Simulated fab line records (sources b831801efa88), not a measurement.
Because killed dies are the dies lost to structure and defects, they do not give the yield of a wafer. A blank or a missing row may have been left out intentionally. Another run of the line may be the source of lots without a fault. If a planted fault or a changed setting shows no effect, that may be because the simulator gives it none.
Matching of chambers :: flow sky130 :: 4 sister chambers for SKY_VIA4_CMP_02 on cmp-01
The step polishes SiO2. 4 wafers are shown with their chamber, then 8 later ones without.

== WAFERS, EACH WITH ITS CHAMBER ==
wafer: L287.2
chamber: 3
motorCurrentA (A): 11.7

wafer: L288.4
chamber: 1
motorCurrentA (A): 12.2

wafer: L288.5
chamber: 2
motorCurrentA (A): 10.9

wafer: L292.2
chamber: 0
motorCurrentA (A): 14.7

== WAFERS WITHOUT THEIR CHAMBER ==
wafer: L292.4
motorCurrentA (A): 11.0

wafer: L292.6
motorCurrentA (A): 11.4

wafer: L294.1
motorCurrentA (A): 12.1

wafer: L294.4
motorCurrentA (A): 11.3

wafer: L294.5
motorCurrentA (A): 12.1

wafer: L296.1
motorCurrentA (A): 10.9

wafer: L296.2
motorCurrentA (A): 14.0

wafer: L296.6
motorCurrentA (A): 13.6

== EACH ONE'S CHAMBER ==
wafer: L292.4
from the rows above: can't be placed: 2 or 3
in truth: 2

wafer: L292.6
from the rows above: can't be placed: 3 or 2 or 1
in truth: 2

wafer: L294.1
from the rows above: can't be placed: 1 or 3
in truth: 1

wafer: L294.4
from the rows above: can't be placed: 3 or 2 or 1
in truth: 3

wafer: L294.5
from the rows above: can't be placed: 1 or 3
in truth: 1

wafer: L296.1
from the rows above: can't be placed: 2 or 3
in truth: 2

wafer: L296.2
from the rows above: 0
in truth: 0

wafer: L296.6
from the rows above: can't be placed: 0 or 1 or 3
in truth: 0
1 of 8 placed correctly. Unplaceable from these rows: 7, with the true chamber sitting among the candidates in 7. Placed wrongly: 0.
How it was worked out, from the rows above alone: a wafer's distance from a chamber is the root of the sum, over the readings, of the square of ((its reading less the chamber's mean) divided by the reading's scatter). If the next closest chamber is less than 2 further off than the closest, the wafer can't be placed; otherwise it belongs to the closest. Each chamber's mean is taken over the wafers shown for it. The scatter: root of mean squared gap, hidden wafer to nearest shown wafer, with one shown wafer a chamber.
